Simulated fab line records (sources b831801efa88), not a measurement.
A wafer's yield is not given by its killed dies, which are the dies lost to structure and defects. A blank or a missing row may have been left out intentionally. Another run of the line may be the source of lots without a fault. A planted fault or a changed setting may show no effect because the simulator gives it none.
The tool behind it: which one? || flow sky130 || Sampling: 12 lots, 36 wafers, 2 of 708 route steps

## WHAT THE GAUGES SHOWED, per wafer
SKY_POLY_GATE_CD_MEAS_13: the cd target is 150 nm. Usual: cd-nm at 149.9 nm, with a standard deviation of 1.3.
{"lot": "L490", "measured": "day 17 03:13", "on": "cd-sem-01", "cd-nm (nm)": "149.5 148.9 150.3", "flag": ""}
{"lot": "L494", "measured": "day 18 18:56", "on": "cd-sem-02", "cd-nm (nm)": "150.6 151.9 152.7", "flag": ""}
{"lot": "L497", "measured": "day 19 12:38", "on": "cd-sem-02", "cd-nm (nm)": "151.1 152.1 151.6", "flag": ""}
{"lot": "L502", "measured": "day 20 21:00", "on": "cd-sem-02", "cd-nm (nm)": "150.7 150.5 151.8", "flag": ""}
{"lot": "L503", "measured": "day 21 05:59", "on": "cd-sem-01", "cd-nm (nm)": "151.4 150.6 150.0", "flag": ""}
{"lot": "L504", "measured": "day 21 15:10", "on": "cd-sem-01", "cd-nm (nm)": "151.2 151.5 150.4", "flag": ""}
{"lot": "L505", "measured": "day 22 00:40", "on": "cd-sem-02", "cd-nm (nm)": "150.7 149.6 150.9", "flag": ""}
{"lot": "L506", "measured": "day 22 09:07", "on": "cd-sem-02", "cd-nm (nm)": "150.6 150.9 152.1", "flag": ""}
{"lot": "L509", "measured": "day 23 08:11", "on": "cd-sem-01", "cd-nm (nm)": "149.0 150.4 149.3", "flag": ""}
{"lot": "L510", "measured": "day 23 23:06", "on": "cd-sem-02", "cd-nm (nm)": "148.2 147.9 147.7", "flag": ""}
{"lot": "L512", "measured": "day 24 15:13", "on": "cd-sem-02", "cd-nm (nm)": "148.3 148.3 147.9", "flag": ""}
{"lot": "L513", "measured": "day 24 17:45", "on": "cd-sem-01", "cd-nm (nm)": "147.8 147.8 147.0", "flag": ""}

## WHICH TOOL RAN EACH LOT (tool, then ch and the chambers of the sampled wafers, then the start)
{"lot": "L490", "SKY_RES_PROTECT_STRIP_07": "plasma-asher-01 ch 0,1, day 15 21:07"}
{"lot": "L494", "SKY_RES_PROTECT_STRIP_07": "plasma-asher-02 ch 0,1, day 17 11:25"}
{"lot": "L497", "SKY_RES_PROTECT_STRIP_07": "plasma-asher-03 ch 0,1, day 18 02:56"}
{"lot": "L502", "SKY_RES_PROTECT_STRIP_07": "plasma-asher-02 ch 0,1, day 19 12:58"}
{"lot": "L503", "SKY_RES_PROTECT_STRIP_07": "plasma-asher-02 ch 0,1, day 19 21:31"}
{"lot": "L504", "SKY_RES_PROTECT_STRIP_07": "plasma-asher-01 ch 0,1, day 20 06:27"}
{"lot": "L505", "SKY_RES_PROTECT_STRIP_07": "plasma-asher-03 ch 0,1, day 20 16:01"}
{"lot": "L506", "SKY_RES_PROTECT_STRIP_07": "plasma-asher-02 ch 0, day 21 01:13"}
{"lot": "L509", "SKY_RES_PROTECT_STRIP_07": "plasma-asher-03 ch 0, day 22 00:11"}
{"lot": "L510", "SKY_RES_PROTECT_STRIP_07": "plasma-asher-03 ch 0,1, day 22 15:58"}
{"lot": "L512", "SKY_RES_PROTECT_STRIP_07": "plasma-asher-03 ch 0,1, day 23 07:44"}
{"lot": "L513", "SKY_RES_PROTECT_STRIP_07": "plasma-asher-01 ch 0,1, day 23 10:08"}
- SKY_RES_PROTECT_STRIP_07: strips in O2/N2.

## WHAT THE TOOLS THEMSELVES READ (means of the sampled wafers that have a number; where no wafer has one, the mark that the record gives instead)
SKY_RES_PROTECT_STRIP_07. Usual: drypump-motor-current-A 5.63 A, standard deviation 0.22; o2-flow-sccm 3001 sccm, standard deviation 8.7; oes-product-au 0.518 a.u., standard deviation 0.0052; strip-time-to-endpoint-s 23.31 s, standard deviation 0.048.
{"lot": "L490", "tool": "plasma-asher-01", "drypump-motor-current-A (A)": 5.50, "o2-flow-sccm (sccm)": 2993, "oes-product-au (a.u.)": 0.515, "strip-time-to-endpoint-s (s)": 23.30, "flag": ""}
{"lot": "L494", "tool": "plasma-asher-02", "drypump-motor-current-A (A)": 5.74, "o2-flow-sccm (sccm)": 2995, "oes-product-au (a.u.)": 0.518, "strip-time-to-endpoint-s (s)": 23.33, "flag": ""}
{"lot": "L497", "tool": "plasma-asher-03", "drypump-motor-current-A (A)": 5.65, "o2-flow-sccm (sccm)": 2997, "oes-product-au (a.u.)": 0.520, "strip-time-to-endpoint-s (s)": 23.32, "flag": ""}
{"lot": "L502", "tool": "plasma-asher-02", "drypump-motor-current-A (A)": 5.77, "o2-flow-sccm (sccm)": 3006, "oes-product-au (a.u.)": 0.516, "strip-time-to-endpoint-s (s)": 23.32, "flag": ""}
{"lot": "L503", "tool": "plasma-asher-02", "drypump-motor-current-A (A)": 5.67, "o2-flow-sccm (sccm)": 3003, "oes-product-au (a.u.)": 0.520, "strip-time-to-endpoint-s (s)": 23.32, "flag": ""}
{"lot": "L504", "tool": "plasma-asher-01", "drypump-motor-current-A (A)": 5.30, "o2-flow-sccm (sccm)": 2990, "oes-product-au (a.u.)": 0.515, "strip-time-to-endpoint-s (s)": 23.27, "flag": ""}
{"lot": "L505", "tool": "plasma-asher-03", "drypump-motor-current-A (A)": 5.66, "o2-flow-sccm (sccm)": 2992, "oes-product-au (a.u.)": 0.514, "strip-time-to-endpoint-s (s)": 23.29, "flag": ""}
{"lot": "L506", "tool": "plasma-asher-02", "drypump-motor-current-A (A)": 5.54, "o2-flow-sccm (sccm)": 2983, "oes-product-au (a.u.)": 0.527, "strip-time-to-endpoint-s (s)": 23.40, "flag": ""}
{"lot": "L509", "tool": "plasma-asher-03", "drypump-motor-current-A (A)": 5.61, "o2-flow-sccm (sccm)": 2998, "oes-product-au (a.u.)": 0.521, "strip-time-to-endpoint-s (s)": 23.34, "flag": ""}
{"lot": "L510", "tool": "plasma-asher-03", "drypump-motor-current-A (A)": 5.66, "o2-flow-sccm (sccm)": 2998, "oes-product-au (a.u.)": 0.522, "strip-time-to-endpoint-s (s)": 23.31, "flag": ""}
{"lot": "L512", "tool": "plasma-asher-03", "drypump-motor-current-A (A)": 5.67, "o2-flow-sccm (sccm)": 3000, "oes-product-au (a.u.)": 0.517, "strip-time-to-endpoint-s (s)": 23.33, "flag": ""}
{"lot": "L513", "tool": "plasma-asher-01", "drypump-motor-current-A (A)": 5.52, "o2-flow-sccm (sccm)": 3011, "oes-product-au (a.u.)": 0.517, "strip-time-to-endpoint-s (s)": 23.24, "flag": ""}

## THE ANSWER, worked out from the rows above alone
Rule: lot off if the mean of its wafers having a number is beyond 3 standard deviations from the usual mean. Also off: a lot with no number at a reading for which 4 or more lots have one. The other lots that the step has rows for count as sound. Order of review: gauges by route order, followed by the tools' own readings, for which a lot's mean as printed above is used. The first step at which some lot is off is used, and at that step the reading that is off furthest; a lot without a number counts as furthest.
No lot is off at any reading shown: from this, nothing can be told.

## WHAT WAS PUT IN BY THE SIMULATOR
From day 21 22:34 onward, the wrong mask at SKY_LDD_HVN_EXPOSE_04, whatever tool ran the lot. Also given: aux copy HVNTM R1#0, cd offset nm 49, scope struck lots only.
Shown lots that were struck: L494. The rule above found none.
